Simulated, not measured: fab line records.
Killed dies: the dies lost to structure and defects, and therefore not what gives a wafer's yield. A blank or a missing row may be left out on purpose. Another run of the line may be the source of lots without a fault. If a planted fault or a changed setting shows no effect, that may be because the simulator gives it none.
What tool caused it? -- flow sky130 -- 11 lots, 33 wafers sampled, at 3 steps of a route of 708

## WHAT THE GAUGES SHOWED, per wafer
SKY_PASSIVATION_THK_MEAS_03.
lot,measured,on,PASSIVATION_CVD_02_THK (nm)
L975,day 43 20:18,filmMetro-01,529 531 531
L976,day 44 08:22,filmMetro-03,526 527 534
L982,day 46 01:13,filmMetro-02,528 935 935
L984,day 46 08:40,filmMetro-02,528 936 533
L986,day 46 22:41,filmMetro-03,537 534 540
L987,day 47 18:11,filmMetro-02,527 533 542
L989,day 48 00:04,filmMetro-03,522 526 528
L992,day 48 12:06,filmMetro-01,529 536 551
L993,day 48 14:33,filmMetro-01,537 528 539
L995,day 48 22:57,filmMetro-01,531 541 540
L997,day 49 15:51,filmMetro-03,545 526 538

## WHICH TOOL RAN EACH LOT (tool, then ch and the chambers of the sampled wafers, then the start)
lot,SKY_METAL3_METAL_ETCH_18,SKY_PASSIVATION_CVD_02
L975,"rieMetal-03 ch 0,1, day 38 12:13","pecvd-04 ch 0,2, day 43 20:03"
L976,"rieMetal-03 ch 0,1, day 39 00:01","pecvd-03 ch 0,2, day 44 08:08"
L982,"rieMetal-01 ch 0,1, day 41 00:31","pecvd-04 ch 0,1,2, day 46 00:58"
L984,"rieMetal-02 ch 0,1, day 41 09:50","pecvd-04 ch 0,1,2, day 46 08:26"
L986,"rieMetal-03 ch 0, day 42 01:53","pecvd-03 ch 0,1, day 46 22:28"
L987,"rieMetal-03 ch 0, day 43 01:11","pecvd-03 ch 1,2, day 47 17:58"
L989,"rieMetal-03 ch 0,1, day 43 08:29","pecvd-03 ch 0,2, day 47 23:50"
L992,"rieMetal-01 ch 0, day 43 21:35","pecvd-01 ch 1,2, day 48 11:45"
L993,"rieMetal-01 ch 0, day 43 22:58","pecvd-01 ch 0,1, day 48 14:19"
L995,"rieMetal-03 ch 0,1, day 44 10:19","pecvd-03 ch 0,1, day 48 22:43"
L997,"rieMetal-02 ch 0,1, day 45 07:07","pecvd-01 ch 0,1, day 49 15:38"
- SKY_METAL3_METAL_ETCH_18: etches the open film in Cl2/BCl3, stops on SiO2, target depth 845 nm, time 183.1 s.
- SKY_PASSIVATION_CVD_02: deposits Si3N4, target thk 540 nm.

## THE ANSWER, worked out from the rows above alone
Rule: the lots themselves supply what counts as usual. The widest of any qualifying gaps counts: lots, ordered by their means at a reading, are off when they make up no more than a third of the lots, leave a main group of 4 or more, and stand apart from it by 3 or more times the standard deviation of that group's means. Not used: any main group whose means are identical at the precision the tables above print for the reading. Also off: a lot with no number at a reading for which 4 or more lots have one. The other lots that the step has rows for count as sound.
Off: L982, L984, at SKY_PASSIVATION_THK_MEAS_03 (PASSIVATION_CVD_02_THK). The main group has a mean of 534 nm with a standard deviation of 4.2.
A tool fits if, at a process step before that reading, it ran every lot that is off, and no sound lot after the first of them. Those tools and the gauges at SKY_PASSIVATION_THK_MEAS_03 are tried in the same way. One fits: SKY_PASSIVATION_CVD_02 on pecvd-04. Its last sound lot is L975 (day 43 20:03), its first lot that is off L982 (day 46 00:58): a fault that began between those two fits.

## WHAT HAD BEEN PUT IN BY THE SIMULATOR
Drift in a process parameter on pecvd-04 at SKY_PASSIVATION_CVD_02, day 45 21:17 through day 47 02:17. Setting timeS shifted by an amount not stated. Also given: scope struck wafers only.
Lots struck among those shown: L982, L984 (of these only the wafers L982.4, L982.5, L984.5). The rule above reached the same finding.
